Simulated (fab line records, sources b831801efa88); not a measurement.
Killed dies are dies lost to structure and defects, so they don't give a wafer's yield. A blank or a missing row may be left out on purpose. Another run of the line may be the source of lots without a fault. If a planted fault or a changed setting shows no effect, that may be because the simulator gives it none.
Matching of chambers | flow gf180mcu | rie-diel-03 running GF_V4_ETCH_17: 4 sister chambers
The step etches SiO2 in C4F8/O2/Ar, stops on TiN, target depth 630 nm. 14 wafers are shown with their chamber, then 7 later ones without.

== WAFERS, EACH WITH ITS CHAMBER ==
wafer  | chamber | oes-product-au (a.u.)
L166.1 | 2       | 0.849
L166.2 | 3       | 0.861
L166.3 | 0       | 0.861
L168.1 | 0       | 0.856
L168.3 | 3       | 0.849
L168.4 | 2       | 0.850
L170.2 | 3       | 0.854
L170.5 | 2       | 0.855
L170.6 | 1       | 0.856
L172.2 | 3       | 0.864
L172.5 | 0       | 0.852
L172.6 | 1       | 0.849
L182.4 | 0       | 0.848
L182.5 | 0       | 0.849

SIGNATURES, as means of the wafers listed above
reading        | chamber 0 | chamber 1 | chamber 2 | chamber 3 | scatter within a chamber
oes-product-au | 0.85320   | 0.85250   | 0.85133   | 0.85700   | 0.00546
Rule: a wafer lies at a distance from a chamber equal to the root of the sum of squares, over the readings, of (its reading less the chamber's mean, divided by the reading's scatter). If the next closest chamber is less than 2 further off than the closest, the wafer can't be placed; otherwise it belongs to the closest. How the scatter is found: for the shown wafers, subtract from each reading the mean of its chamber, square and add these, divide the total by (wafers less chambers), then take the root.

== WAFERS WHOSE CHAMBER IS MISSING ==
wafer  | oes-product-au (a.u.)
L182.6 | 0.862
L183.1 | 0.864
L183.2 | 0.855
L183.5 | 0.863
L186.1 | 0.862
L186.5 | 0.844
L186.6 | 0.855

== WHICH CHAMBER EACH ONE RAN IN ==
wafer  | from the rows above               | in truth
L182.6 | can't be placed: 3 or 0 or 1 or 2 | 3
L183.1 | can't be placed: 3 or 0 or 1 or 2 | 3
L183.2 | can't be placed: 0 or 3 or 1 or 2 | 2
L183.5 | can't be placed: 3 or 0 or 1 or 2 | 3
L186.1 | can't be placed: 3 or 0 or 1 or 2 | 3
L186.5 | can't be placed: 2 or 1 or 0 or 3 | 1
L186.6 | can't be placed: 0 or 3 or 1 or 2 | 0
0 of 7 placed correctly. Can't be placed from these rows: 7 (the true chamber is among the candidates in 7). Wrongly placed: 0.
